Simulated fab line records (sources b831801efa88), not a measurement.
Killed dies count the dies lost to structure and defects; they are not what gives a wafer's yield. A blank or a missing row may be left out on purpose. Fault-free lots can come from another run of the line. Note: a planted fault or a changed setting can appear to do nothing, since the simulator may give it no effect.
fab line records -- flow sky130
record lots=6, wafers=18, last-day=50
route steps=708 shown NWELL@62
lots with no fault: from the same line, run without faults
start-h: hours from the record's first day to the start of the lot's first wafer shown -- wait-h: how many hours have passed since the lot's step before this one -- " repeats the value in the row above -- L1.1+2: one row covering several wafers at once -- - either no value or no given start -- * or withheld: withheld -- < > ~ a bound
route shown NAME@n: NAME is a module with steps in the file, n the number in the route of the first one -- usual: the fault-free wafers' mean and standard deviation -- same: alike in all rows -- chamber/n: place in a boat -- sites: readings site by site -- _std_site: their standard deviation -- _edge_site: mean of outer sites minus mean of inner sites -- radius-mm: how far each site lies from the wafer's centre -- mask NAME#n: copy n -- behind: tool/chamber where the wafer was last shaped -- hold: why the lot went on hold/how many hours it stayed there/how the hold came to an end -- device: transistor that didn't switch, given as n, p or np -- end of line: tests of these same wafers at the route's end -- where a step has no rows: the recipe by itself -- killed: dies lost to structure and defects at the first sort, not the wafer's yield -- map: dies across one wafer; x = killed, . = not, _ = none there
set.NAME: the run value of the setting; set.NAME@STEP: its run value at that earlier step -- model.NAME: the simulator's own value behind a step, which no gauge read
a table for each step, a row for each wafer; lots at some steps of the route
services: a tool's chamber out of use, with start hour (start-h, from the record's first day; less than 0 if before it), hours out, and reason
## steps
# step SKY_NWELL_DEVELOP_09
# recipe wall-angle-deg=90, developer=TMAH, develop-time-s=60, dev-temp-c=23
# step SKY_NWELL_OVL_MEAS_10
# usual NWELL_00_OVL=0.2/1.4
lot.wafer,tool,chamber,start-h,wait-h,NWELL_00_OVL[nm]
L391.3,overlay-01,-,89.74,-,-1.6
L391.4,overlay-01,-,89.74,-,-0.2
L391.5,overlay-01,-,89.74,-,1.0
L407.1,overlay-02,-,185.67,-,0.2
L407.2,overlay-02,-,185.67,-,-1.8
L407.4,overlay-02,-,185.67,-,-2.2
L408.2,overlay-01,-,195.47,-,-0.4
L408.3,overlay-01,-,195.47,-,-0.3
L408.6,overlay-01,-,195.47,-,-0.5
L410.2,overlay-02,-,202.13,-,0.2
L410.4,overlay-02,-,202.13,-,-0.2
L410.5,overlay-02,-,202.13,-,-0.7
L411.2,overlay-01,-,210.23,-,-0.2
L411.4,overlay-01,-,210.23,-,-0.2
L411.5,overlay-01,-,210.23,-,0.9
L413.2,overlay-01,-,219.87,-,0.5
L413.4,overlay-01,-,219.87,-,2.1
L413.5,overlay-01,-,219.87,-,0.9
# step SKY_NWELL_IMPLANT_11
# recipe species=P, energy-kev=400, dose-cm2=1.9e+13, tilt-deg=withheld
# step SKY_NWELL_IMPLANT_12
# recipe species=P, energy-kev=120, dose-cm2=1.3e+12, tilt-deg=withheld
# step SKY_NWELL_IMPLANT_13
# recipe species=P, energy-kev=50, dose-cm2=7e+11, tilt-deg=withheld
# step SKY_NWELL_STRIP_14
# recipe chemistry=O2/N2, power-w=1400, pressure-mtorr=1500, platen-temp-c=withheld, o2-flow-sccm=3000, n2-flow-sccm=300, overash-fraction=0.5
# usual drypump-motor-current-A=5.89/0.29, oes-product-au=0.722/0.0052, strip-time-to-endpoint-s=36.87/0.14
# same overash-fraction=0.5
lot.wafer,tool,chamber,start-h,wait-h,drypump-motor-current-A,oes-product-au,rf-hours-counter-h,strip-time-to-endpoint-s
L391.3,plasma-asher-03,0,90.25,0.1,6.18,0.715,-,36.96
L391.4,plasma-asher-03,1,90.25,0.1,5.51,0.714,-,37.04
L391.5,plasma-asher-03,1,90.25,0.1,5.52,0.716,-,36.98
L407.1,plasma-asher-03,0,186.16,0.1,6.16,0.715,49,36.86
L407.2,plasma-asher-03,1,186.16,0.1,5.51,0.718,49,36.72
L407.4,plasma-asher-03,0,186.16,0.1,6.15,0.727,-,36.66
L408.2,plasma-asher-03,1,195.95,0.1,5.53,0.723,50,36.79
L408.3,plasma-asher-03,1,195.95,0.1,5.51,0.719,-,36.62
L408.6,plasma-asher-03,0,195.95,0.1,6.15,0.717,-,36.76
L410.2,plasma-asher-03,1,202.61,0.1,5.57,0.723,51,37.10
L410.4,plasma-asher-03,0,202.61,0.1,6.14,0.715,-,37.01
L410.5,plasma-asher-03,1,202.61,0.1,5.53,0.729,-,36.99
L411.2,plasma-asher-03,0,210.71,0.1,6.19,0.725,52,36.77
L411.4,plasma-asher-03,0,210.71,0.1,6.18,0.731,-,36.88
L411.5,plasma-asher-03,1,210.71,0.1,5.50,0.720,-,36.91
L413.2,plasma-asher-04,1,220.35,0.1,5.68,0.726,10,36.87
L413.4,plasma-asher-04,0,220.35,0.1,6.07,0.721,-,36.89
L413.5,plasma-asher-04,0,220.35,0.1,6.08,0.718,-,36.90
# step SKY_NWELL_TW_MEAS_15
# usual NWELL_TW=1814/16
lot.wafer,tool,chamber,start-h,wait-h,NWELL_TW
L391.3,film-metro-02,-,90.33,0.1,1803
L391.4,film-metro-02,-,90.33,0.1,1803
L391.5,film-metro-02,-,90.33,0.1,1794
L407.1,film-metro-02,-,186.26,0.1,1799
L407.2,film-metro-02,-,186.26,0.1,1789
L407.4,film-metro-02,-,186.26,0.1,1793
L408.2,film-metro-02,-,196.06,0.1,1791
L408.3,film-metro-02,-,196.06,0.1,1794
L408.6,film-metro-02,-,196.06,0.1,1799
L410.2,film-metro-04,-,202.72,0.1,1829
L410.4,film-metro-04,-,202.72,0.1,1827
L410.5,film-metro-04,-,202.72,0.1,1826
L411.2,film-metro-01,-,210.82,0.1,1808
L411.4,film-metro-01,-,210.82,0.1,1813
L411.5,film-metro-01,-,210.82,0.1,1803
L413.2,film-metro-04,-,220.46,0.1,1841
L413.4,film-metro-04,-,220.46,0.1,1835
L413.5,film-metro-04,-,220.46,0.1,1823
# step SKY_NWELL_DEHYDRATE_16
# recipe temp-c=200, time-s=60
# step SKY_NWELL_HMDS_17
# recipe prime-time-s=60, prime-temp-c=120
# step SKY_NWELL_COAT_18
# recipe spin-rpm=2000, resist-thk-nm=3000
# step SKY_NWELL_SOFTBAKE_19
# recipe temp-c=110, time-s=withheld
# step SKY_NWELL_EXPOSE_20
# recipe mask-id=NWM_COMPLEMENT, na=0.6, source-shape=conventional, sigma-outer=0.6, polarization=unpolarized, target-cd-nm=840, dose-mj=260
# step SKY_NWELL_PEB_21
# recipe temp-c=115, time-s=withheld
# usual chill-plate-temp-C=22.98/0.096, exhaust-pa=44.7/0.98, heater-power-total-W=69.33/0.13, resist-line-temp-C=23.00/0.097
lot.wafer,tool,chamber,start-h,wait-h,chill-plate-temp-C,exhaust-pa,heater-power-total-W,resist-line-temp-C
L391.3,litho-track-01,0,107,-,23.18,44.9,69.25,23.11
L391.4,litho-track-01,0,107,-,23.14,44.6,69.41,22.97
L391.5,litho-track-01,0,107,-,23.03,42.3,69.22,22.96
L407.1,litho-track-02,-,206,-,-,-,-,-
L407.2,litho-track-02,-,206,-,-,-,-,-
L407.4,litho-track-02,-,206,-,-,-,-,-
L408.2,litho-track-01,-,217,-,-,-,-,-
L408.3,litho-track-01,-,217,-,-,-,-,-
L408.6,litho-track-01,-,217,-,-,-,-,-
L410.2,litho-track-02,0,225,-,22.95,44.2,69.22,23.00
L410.4,litho-track-02,0,225,-,23.02,44.0,69.38,23.04
L410.5,litho-track-02,0,225,-,22.86,44.3,69.24,23.02
L411.2,litho-track-02,0,233,-,23.08,45.4,69.49,22.79
L411.4,litho-track-02,0,233,-,22.96,45.1,69.39,22.86
L411.5,litho-track-02,0,233,-,23.02,45.7,69.18,22.95
L413.2,litho-track-01,0,243,-,23.08,44.6,69.27,23.12
L413.4,litho-track-01,0,243,-,23.03,45.7,69.12,23.00
L413.5,litho-track-01,0,243,-,23.11,45.5,69.17,22.91
# step SKY_NWELL_DEVELOP_22
# recipe wall-angle-deg=90, developer=TMAH, develop-time-s=60, dev-temp-c=23
## services
tool,chamber,start-h,hours,kind
plasma-asher-04,-,92.50,2.8,pm
plasma-asher-04,-,108.75,9.0,pm
plasma-asher-04,0,108.75,9.0,vent-cycle
plasma-asher-04,1,108.75,9.0,vent-cycle
plasma-asher-04,0,117.75,-,clean
plasma-asher-04,1,117.75,-,clean
plasma-asher-03,-,141.95,10.9,repair
plasma-asher-04,-,144.42,1.5,repair
plasma-asher-03,-,179.16,2.8,pm
litho-track-01,-,222.84,-,consumable-replace:filter
plasma-asher-03,-,225.74,1.0,repair
plasma-asher-04,-,241.70,0.8,repair
## key
first-sign step=SKY_NWELL_PEB_21, reading=tool-record, direction=missing
effect none on later readings
met-at SKY_NWELL_PEB_21
struck-wafers L407.1,L407.2,L407.4,L408.2,L408.3,L408.6
sort-left-out L407.1,L407.2,L407.4,L408.2,L408.3,L408.6
tester-left-out L407,L408
onset-between 107 206
fault kind=skipped-step-whole, tool=litho-track-01,litho-track-02, chamber=-, onset-h=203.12, steps=SKY_NWELL_PEB_21, scope=struck-lots-only
# tester-left-out: of these lots the tester's yield and bins aren't shown, on N5 and GAA mostly nor the transistor test; their killed dies are dies lost to structure and defects alone, not to doping, threshold or leakage, so they don't give the yield
# sort-left-out: the simulated sort isn't trusted on such a fault, so these wafers' sort isn't shown, and their yield isn't known
